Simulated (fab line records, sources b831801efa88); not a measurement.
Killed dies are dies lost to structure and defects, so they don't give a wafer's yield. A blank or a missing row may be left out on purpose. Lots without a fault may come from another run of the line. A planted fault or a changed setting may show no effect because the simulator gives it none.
Chamber matching | flow sky130 | SKY_VIA4_ETCH_12 on rie_diel-04: 4 sister chambers
The step etches SiO2 in C4F8/O2/Ar, stops on TiN, target depth 580 nm. 14 wafers are shown with their chamber, then 7 later ones without.

WAFERS WITH THEIR CHAMBER
wafer  | chamber | oes_product_au (a.u.)
L077.1 | 2       | 0.932
L077.3 | 3       | 0.921
L077.4 | 0       | 0.928
L079.3 | 3       | 0.924
L079.5 | 1       | 0.931
L079.6 | 0       | 0.916
L081.1 | 1       | 0.922
L081.4 | 3       | 0.928
L081.5 | 1       | 0.920
L083.1 | 0       | 0.930
L083.2 | 1       | 0.935
L083.5 | 3       | 0.929
L092.2 | 2       | 0.930
L092.3 | 1       | 0.926

SIGNATURES (means of the wafers above)
reading        | chamber 0 | chamber 1 | chamber 2 | chamber 3 | scatter within a chamber
oes_product_au | 0.92467   | 0.92680   | 0.93100   | 0.92550   | 0.00559
Rule: a wafer's distance from a chamber is the root of the sum, over the readings, of the square of ((its reading less the chamber's mean) divided by the reading's scatter). The wafer belongs to the nearest chamber; if the next one is less than 2 further off, it can't be placed. The scatter: the root of (the sum of the squares of (reading less its chamber's mean) over the shown wafers, divided by (wafers less chambers)).

WAFERS WITHOUT THEIR CHAMBER
wafer  | oes_product_au (a.u.)
L092.5 | 0.925
L093.2 | 0.913
L093.4 | 0.922
L093.5 | 0.933
L097.1 | 0.925
L097.4 | 0.919
L097.6 | 0.911

WHICH CHAMBER EACH WENT THROUGH
wafer  | from the rows above               | in truth
L092.5 | can't be placed: 0 or 3 or 1 or 2 | 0
L093.2 | can't be placed: 0 or 3 or 1 or 2 | 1
L093.4 | can't be placed: 0 or 3 or 1 or 2 | 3
L093.5 | can't be placed: 2 or 1 or 3 or 0 | 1
L097.1 | can't be placed: 0 or 3 or 1 or 2 | 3
L097.4 | can't be placed: 0 or 3 or 1 or 2 | 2
L097.6 | can't be placed: 0 or 3 or 1 or 2 | 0
Placed correctly: 0 of 7. Can't be placed from these rows: 7 (the true chamber is among the candidates in 7). Placed wrongly: 0.
